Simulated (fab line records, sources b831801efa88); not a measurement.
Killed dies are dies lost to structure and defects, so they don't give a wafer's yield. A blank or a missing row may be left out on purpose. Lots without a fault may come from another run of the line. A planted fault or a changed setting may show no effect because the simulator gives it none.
A struck lot beside a sound one | flow sky130 | 13 steps out of a route of 708
Sound: wafers L801.1, L801.2, L801.5. Struck: wafers L810.3, L810.5, L810.6. The cause comes at the end.
At each step with rows: each side's tool, then ch and its chambers, then its first start. Under that, the readings that differ: sound wafers | struck wafers | difference of the means | sigmas: that difference in standard deviations of wafers without a fault.
alike: readings whose means differ by less than 2 such deviations, and words and numbers that are the same on both sides. not compared: withheld readings, readings that some wafer has no value for, bounds like >300 that may hide the same value, and numbers for which the record gives no deviation and whose values overlap.
The two part at a step that has a row with sigmas, a row that says differs or no value, or rows on one side only. Numbers that don't overlap but have no deviation are shown without sigmas and don't part them. A reading that every wafer of one side lacks parts them only if that side has two wafers or more.

SKY_NWELL_STRIP_25: strips in O2/N2.
  sound on plasma_asher-04 ch 0,1, day 6 17:10; struck on plasma_asher-01 ch 0,1, day 8 18:23
  alike: drypump_motor_current_A, oes_product_au, strip_time_to_endpoint_s
  not compared: rf_hours_counter_h
SKY_NWELL_TW_MEAS_26:
  sound on film_metro-03, day 6 17:16; struck on film_metro-02, day 8 18:28
  alike: NWELL_2_TW
then, 1 step without rows for these wafers: SKY_NWELL_CLEAN_27 (cleans in SC1/SC2, time 150 s).
SKY_NWELL_RTA_28: time 30 s.
  sound on rtp_anneal-02 ch 0, day 6 17:22; struck on rtp_anneal-01 ch 0, day 8 18:35
  alike: lamp_power_pct, wafer_temp_C_max
SKY_NWELL_RS_MEAS_29: measures by four-point-probe.
  sound on film_metro-02, day 6 17:28; struck on film_metro-03, day 8 18:42
  alike: NWELL_RS
SKY_NWELL_RS_MEAS_31: measures by four-point-probe.
  sound on film_metro-02, day 6 17:43; struck on film_metro-03, day 8 18:56
  alike: PWDE_RS
then, 5 steps without rows for these wafers: SKY_VT_ADJUST_HVTP_DEHYDRATE_00 (time 60 s); SKY_VT_ADJUST_HVTP_HMDS_01 (prime time 60 s); SKY_VT_ADJUST_HVTP_COAT_02 (resist thk 1140 nm); SKY_VT_ADJUST_HVTP_SOFTBAKE_03 (time 60 s); SKY_VT_ADJUST_HVTP_EXPOSE_04 (exposes mask HVTPM, target cd 380 nm).
SKY_VT_ADJUST_HVTP_PEB_05:
  sound on litho_track-04 ch 0, day 7 11:17; struck on litho_track-04, day 9 16:26
  reading         | sound          | struck | difference                    | sigmas
  exhaust_pa (Pa) | 44.4 44.0 44.6 | - - -  | no value on the struck wafers |
  not compared: chill_plate_temp_C, resist_line_temp_C
then, 1 step without rows for these wafers: SKY_VT_ADJUST_HVTP_DEVELOP_06 (develop time 60 s).

WHERE THEY PART
Only at SKY_VT_ADJUST_HVTP_PEB_05, within this record.

WHY: what the simulator had put in
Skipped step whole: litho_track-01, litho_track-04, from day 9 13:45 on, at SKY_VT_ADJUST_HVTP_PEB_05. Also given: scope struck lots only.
